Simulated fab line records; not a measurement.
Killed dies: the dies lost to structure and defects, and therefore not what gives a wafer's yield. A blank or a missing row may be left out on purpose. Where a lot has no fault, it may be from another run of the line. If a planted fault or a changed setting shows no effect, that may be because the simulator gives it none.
Split-lot experiment    flow sky130    on a route of 708 steps: 5 lots, 23 wafers read

THE SPLIT ITSELF
At SKY_VT_ADJUST_LVTN_COAT_13 (resist thk 1140 nm), the setting resist-thk-nm was moved away from the recipe's 1140 nm on 6 of the 23 wafers read, by -6.0% to +1.9%. This setting was run at the recipe's value on the other wafers.

FROM THE SPLIT TO THE READING: what the file shows between them, 3 steps
- SKY_VT_ADJUST_LVTN_SOFTBAKE_14: time 60 s
- SKY_VT_ADJUST_LVTN_EXPOSE_15: exposes mask HVN STD DERIVED, target cd 600 nm
- SKY_VT_ADJUST_LVTN_PEB_16

THE READING
VT_ADJUST_LVTN.cd-nm (the simulator's own value, which no gauge read), in nm, at SKY_VT_ADJUST_LVTN_DEVELOP_17 (develop time 60 s). The file gives no usual value for it. The 17 wafers here that ran the recipe average 603.6 nm, standard deviation 1 nm.

wafer   tool, chamber at the split  resist-thk-nm as run, nm  against the recipe  VT_ADJUST_LVTN.cd-nm, nm  against lot-mates on the recipe
L074.2  litho-track-03, 0           1140                      recipe              602.9                     -
L074.3  litho-track-03, 0           1140                      recipe              604.7                     -
L074.4  litho-track-03, 0           1140                      recipe              603.2                     -
L075.1  litho-track-03, 0           1140                      recipe              601.2                     -
L075.2  litho-track-03, 0           1072                      -6.0%               610.9                     +9.3
L075.3  litho-track-03, 0           1072                      -6.0%               610.3                     +8.7
L075.5  litho-track-03, 0           1072                      -6.0%               607.6                     +6.0
L075.6  litho-track-03, 0           1140                      recipe              602                       -
L080.1  litho-track-04, 0           1140                      recipe              602.5                     -
L080.2  litho-track-04, 0           1140                      recipe              603.7                     -
L080.5  litho-track-04, 0           1140                      recipe              603.7                     -
L080.3  litho-track-04, 0           1140                      recipe              604                       -
L080.4  litho-track-04, 0           1140                      recipe              602.8                     -
L083.1  litho-track-04, 0           1140                      recipe              603.3                     -
L083.2  litho-track-04, 0           1162                      +1.9%               600.7                     -2.9
L083.3  litho-track-04, 0           1162                      +1.9%               601.8                     -1.9
L083.5  litho-track-04, 0           1140                      recipe              604                       -
L083.6  litho-track-04, 0           1162                      +1.9%               601.6                     -2.0
L085.1  litho-track-01, 0           1140                      recipe              604.5                     -
L085.2  litho-track-01, 0           1140                      recipe              604.6                     -
L085.3  litho-track-01, 0           1140                      recipe              603.7                     -
L085.4  litho-track-01, 0           1140                      recipe              605.1                     -
L085.6  litho-track-01, 0           1140                      recipe              604.7                     -

FIT RESULTS
A straight line over all 23 wafers: VT_ADJUST_LVTN.cd-nm changes by -1.03 nm for each +1% of resist-thk-nm; r = -0.91; the points scatter about the line by 1.1 nm.
The same after taking each lot's own level away (the mean of its wafers on the recipe; 23 wafers): -1.32 nm for each +1%; r = -0.97; scatter 0.76 nm.
On that fit, the largest move of resist-thk-nm shifts the reading by 7.9 nm.
Measured against the standard deviation above, the lots' own levels, which go from 601.60 to 604.52 nm, span 2.9 times it.
In other words, the slope is changed by the lot-to-lot level; the two fits disagree.
Check: with one of the wafers moved furthest among these (-6.0%) left out of the fit, the line predicts +7.32 nm for it against its lot-mates. It came out at +9.3 nm against them.

THESE WAFERS: OTHER SPLITS
These wafers also went through other splits before the reading. Each is held against what the fit with the lots' levels taken away leaves over:
other split on the same wafers            wafers away from the commonest value  r with VT_ADJUST_LVTN.cd-nm (lot level and that fit taken away)
SKY_DNWELL_COAT_02 resist-thk-nm          8                                     -0.10
SKY_NWELL_IMPLANT_24 energy-kev           8                                     +0.09
SKY_VT_ADJUST_HVTP_COAT_02 resist-thk-nm  5                                     +0.00
SKY_VT_ADJUST_HVTP_IMPLANT_09 dose-cm2    11                                    +0.00
SKY_VT_ADJUST_LVTN_IMPLANT_08 energy-kev  7                                     -0.15

THE WHOLE CHAIN: every reading that the file lists as answering this split, in the file's order
step                           what it does        reading                                                                                    change (the file's fit)               r (the file's)
SKY_VT_ADJUST_LVTN_COAT_13     resist thk 1140 nm  NOVOLAK_of_VT_ADJUST_LVTN_COAT_13.thk-nm (the simulator's own value, which no gauge read)  +11.7 nm for each +1% of the setting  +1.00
SKY_VT_ADJUST_LVTN_DEVELOP_17  develop time 60 s   VT_ADJUST_LVTN.cd-nm (the simulator's own value, which no gauge read)                      -1.33 nm for each +1% of the setting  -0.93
SKY_VT_ADJUST_LVTN_STRIP_20    strips in O2/N2     strip-time-to-endpoint-s                                                                   withheld for each +1% of the setting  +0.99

FILE'S OWN FIT
VT_ADJUST_LVTN.cd-nm changes by -1.33 nm for each +1% of resist-thk-nm, r = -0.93.
